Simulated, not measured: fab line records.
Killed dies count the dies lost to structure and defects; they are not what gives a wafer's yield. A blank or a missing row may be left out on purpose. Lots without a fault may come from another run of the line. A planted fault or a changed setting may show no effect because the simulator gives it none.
Which of the tools did it? :: flow gf180mcu :: 13 lots, 39 wafers sampled, at 4 steps of a route of 602

## WHAT EACH GAUGE READ, for each wafer
GF_V5_RS_MEAS_24: a four-point-probe measurement. Usual: for V5_W_RS the level is 0.326 ohm/sq and the standard deviation is 0.0061.
lot: L640
measured: day 27 06:27
on: filmMetro-03
V5_W_RS (ohm/sq): 0.325 0.329 0.324
flag: 

lot: L641
measured: day 27 23:37
on: filmMetro-01
V5_W_RS (ohm/sq): 0.332 0.326 0.330
flag: 

lot: L643
measured: day 28 02:15
on: filmMetro-01
V5_W_RS (ohm/sq): 0.326 0.333 0.325
flag: 

lot: L644
measured: day 28 21:45
on: filmMetro-02
V5_W_RS (ohm/sq): 0.327 0.323 0.332
flag: 

lot: L646
measured: day 29 08:35
on: filmMetro-02
V5_W_RS (ohm/sq): 0.331 0.327 0.330
flag: 

lot: L647
measured: day 29 12:11
on: filmMetro-02
V5_W_RS (ohm/sq): 0.340 0.329 0.328
flag: 

lot: L648
measured: day 29 17:18
on: filmMetro-01
V5_W_RS (ohm/sq): 0.312 0.324 0.315
flag: 

lot: L649
measured: day 30 07:23
on: filmMetro-02
V5_W_RS (ohm/sq): 0.329 0.333 0.333
flag: 

lot: L652
measured: day 30 20:31
on: filmMetro-03
V5_W_RS (ohm/sq): 0.333 0.335 0.329
flag: 

lot: L653
measured: day 31 07:16
on: filmMetro-03
V5_W_RS (ohm/sq): 0.321 0.325 0.311
flag: 

lot: L654
measured: day 31 14:12
on: filmMetro-02
V5_W_RS (ohm/sq): 0.334 0.327 0.326
flag: 

lot: L661
measured: day 33 06:16
on: filmMetro-01
V5_W_RS (ohm/sq): 0.319 0.322 0.324
flag: 

lot: L663
measured: day 33 14:34
on: filmMetro-03
V5_W_RS (ohm/sq): 0.315 0.325 0.325
flag: 

GF_PASSIVATION_THK_MEAS_01. Usual: for PASSIVATION_CVD_00_THK the level is 995 nm and the standard deviation is 14.
lot: L640
measured: day 28 04:54
on: filmMetro-01
PASSIVATION_CVD_00_THK (nm): 990 986 1008
flag: 

lot: L641
measured: day 28 20:43
on: filmMetro-02
PASSIVATION_CVD_00_THK (nm): 977 976 982
flag: 

lot: L643
measured: day 29 00:13
on: filmMetro-01
PASSIVATION_CVD_00_THK (nm): 1019 1018 1025
flag: 

lot: L644
measured: day 29 18:16
on: filmMetro-01
PASSIVATION_CVD_00_THK (nm): 995 1000 1009
flag: 

lot: L646
measured: day 30 05:23
on: filmMetro-02
PASSIVATION_CVD_00_THK (nm): 977 990 985
flag: 

lot: L647
measured: day 30 08:31
on: filmMetro-02
PASSIVATION_CVD_00_THK (nm): 979 968 994
flag: 

lot: L648
measured: day 30 12:35
on: filmMetro-01
PASSIVATION_CVD_00_THK (nm): 978 1002 1011
flag: 

lot: L649
measured: day 31 03:31
on: filmMetro-04
PASSIVATION_CVD_00_THK (nm): 993 987 1018
flag: 

lot: L652
measured: day 31 16:00
on: filmMetro-02
PASSIVATION_CVD_00_THK (nm): 990 988 974
flag: 

lot: L653
measured: day 32 02:18
on: filmMetro-02
PASSIVATION_CVD_00_THK (nm): 992 987 1003
flag: 

lot: L654
measured: day 32 08:44
on: filmMetro-02
PASSIVATION_CVD_00_THK (nm): 1004 998 1006
flag: 

lot: L661
measured: day 33 23:25
on: filmMetro-04
PASSIVATION_CVD_00_THK (nm): 993 1014 1013
flag: 

lot: L663
measured: day 34 07:14
on: filmMetro-02
PASSIVATION_CVD_00_THK (nm): 996 990 988
flag: 

## EACH LOT AND THE TOOL THAT RAN IT (in order: tool; ch and the chambers of the sampled wafers; start)
lot: L640
GF_V1_ETCH_17: rieDiel-02 ch 0,2,3, day 18 00:00
GF_TOP_METAL_SPUTTER_02: pvdSputter-04, day 27 07:11

lot: L641
GF_V1_ETCH_17: rieDiel-02 ch 1,2,3, day 18 22:00
GF_TOP_METAL_SPUTTER_02: pvdSputter-03, day 28 00:13

lot: L643
GF_V1_ETCH_17: rieDiel-04 ch 1,2,3, day 19 02:00
GF_TOP_METAL_SPUTTER_02: pvdSputter-03, day 28 02:48

lot: L644
GF_V1_ETCH_17: rieDiel-02 ch 0,1, day 20 03:00
GF_TOP_METAL_SPUTTER_02: pvdSputter-03, day 28 22:19

lot: L646
GF_V1_ETCH_17: rieDiel-04 ch 0,1,3, day 20 18:00
GF_TOP_METAL_SPUTTER_02: pvdSputter-02, day 29 09:12

lot: L647
GF_V1_ETCH_17: rieDiel-02 ch 1,2,3, day 20 23:00
GF_TOP_METAL_SPUTTER_02: pvdSputter-03, day 29 12:47

lot: L648
GF_V1_ETCH_17: rieDiel-02 ch 0,1,3, day 21 03:00
GF_TOP_METAL_SPUTTER_02: pvdSputter-02, day 29 17:52

lot: L649
GF_V1_ETCH_17: rieDiel-03 ch 1,2,3, day 21 23:00
GF_TOP_METAL_SPUTTER_02: pvdSputter-03, day 30 08:00

lot: L652
GF_V1_ETCH_17: rieDiel-03 ch 0,1,2, day 22 15:00
GF_TOP_METAL_SPUTTER_02: pvdSputter-02, day 30 21:04

lot: L653
GF_V1_ETCH_17: rieDiel-04 ch 0,1,2, day 23 02:00
GF_TOP_METAL_SPUTTER_02: pvdSputter-04, day 31 07:52

lot: L654
GF_V1_ETCH_17: rieDiel-02 ch 0,1,3, day 23 14:00
GF_TOP_METAL_SPUTTER_02: pvdSputter-02, day 31 14:49

lot: L661
GF_V1_ETCH_17: rieDiel-02 ch 0,1,3, day 25 16:00
GF_TOP_METAL_SPUTTER_02: pvdSputter-02, day 33 06:52

lot: L663
GF_V1_ETCH_17: rieDiel-02 ch 0,2,3, day 26 04:00
GF_TOP_METAL_SPUTTER_02: pvdSputter-03, day 33 15:09
- GF_V1_ETCH_17: etches SiO2 in C4F8/O2/Ar, stops on TiN, target depth 630 nm.
- GF_TOP_METAL_SPUTTER_02: material AlCu, target thk 900 nm, time 47.82 s.

## AS READ BY THE TOOLS THEMSELVES (means over the sampled wafers that have a number; for cases with no such wafer, the mark the record gives instead)
GF_V1_ETCH_17. Usual: oesProductAu reads 0.856 a.u. (standard deviation 0.0043).
lot: L640
tool: rieDiel-02
oesProductAu (a.u.): 0.853
flag: 

lot: L641
tool: rieDiel-02
oesProductAu (a.u.): 0.853
flag: 

lot: L643
tool: rieDiel-04
oesProductAu (a.u.): 0.858
flag: 

lot: L644
tool: rieDiel-02
oesProductAu (a.u.): 0.859
flag: 

lot: L646
tool: rieDiel-04
oesProductAu (a.u.): 0.855
flag: 

lot: L647
tool: rieDiel-02
oesProductAu (a.u.): 0.857
flag: 

lot: L648
tool: rieDiel-02
oesProductAu (a.u.): 0.859
flag: 

lot: L649
tool: rieDiel-03
oesProductAu (a.u.): 0.856
flag: 

lot: L652
tool: rieDiel-03
oesProductAu (a.u.): 0.855
flag: 

lot: L653
tool: rieDiel-04
oesProductAu (a.u.): 0.857
flag: 

lot: L654
tool: rieDiel-02
oesProductAu (a.u.): 0.850
flag: 

lot: L661
tool: rieDiel-02
oesProductAu (a.u.): 0.856
flag: 

lot: L663
tool: rieDiel-02
oesProductAu (a.u.): 0.857
flag: 

GF_TOP_METAL_SPUTTER_02. Usual: throttleValvePct reads 30.0 % (standard deviation 1.1).
lot: L640
tool: pvdSputter-04
throttleValvePct (%): 30.0
flag: 

lot: L641
tool: pvdSputter-03
throttleValvePct (%): 30.8
flag: 

lot: L643
tool: pvdSputter-03
throttleValvePct (%): 31.6
flag: 

lot: L644
tool: pvdSputter-03
throttleValvePct (%): 30.3
flag: 

lot: L646
tool: pvdSputter-02
throttleValvePct (%): 29.2
flag: 

lot: L647
tool: pvdSputter-03
throttleValvePct (%): 30.4
flag: 

lot: L648
tool: pvdSputter-02
throttleValvePct (%): 29.3
flag: 

lot: L649
tool: pvdSputter-03
throttleValvePct (%): 30.4
flag: 

lot: L652
tool: pvdSputter-02
throttleValvePct (%): 29.7
flag: 

lot: L653
tool: pvdSputter-04
throttleValvePct (%): 30.1
flag: 

lot: L654
tool: pvdSputter-02
throttleValvePct (%): 29.6
flag: 

lot: L661
tool: pvdSputter-02
throttleValvePct (%): 29.6
flag: 

lot: L663
tool: pvdSputter-03
throttleValvePct (%): 29.7
flag: 

## THE ANSWER, worked out from the rows above alone
Rule: lot off if the mean of its wafers having a number is beyond 3 standard deviations from the usual mean. A lot without any number at a reading at which 4 lots or more have one is off too. Any other lot the step has rows for is counted as sound. After the gauges, taken in route order, come the tools' own readings; for these a lot's mean is taken, as printed above. The first step at which some lot is off is used, and at that step the reading that is off furthest; a lot without a number counts as furthest.
Nothing can be told from this: no lot is off at any reading shown.

## WHAT HAD BEEN PUT IN BY THE SIMULATOR
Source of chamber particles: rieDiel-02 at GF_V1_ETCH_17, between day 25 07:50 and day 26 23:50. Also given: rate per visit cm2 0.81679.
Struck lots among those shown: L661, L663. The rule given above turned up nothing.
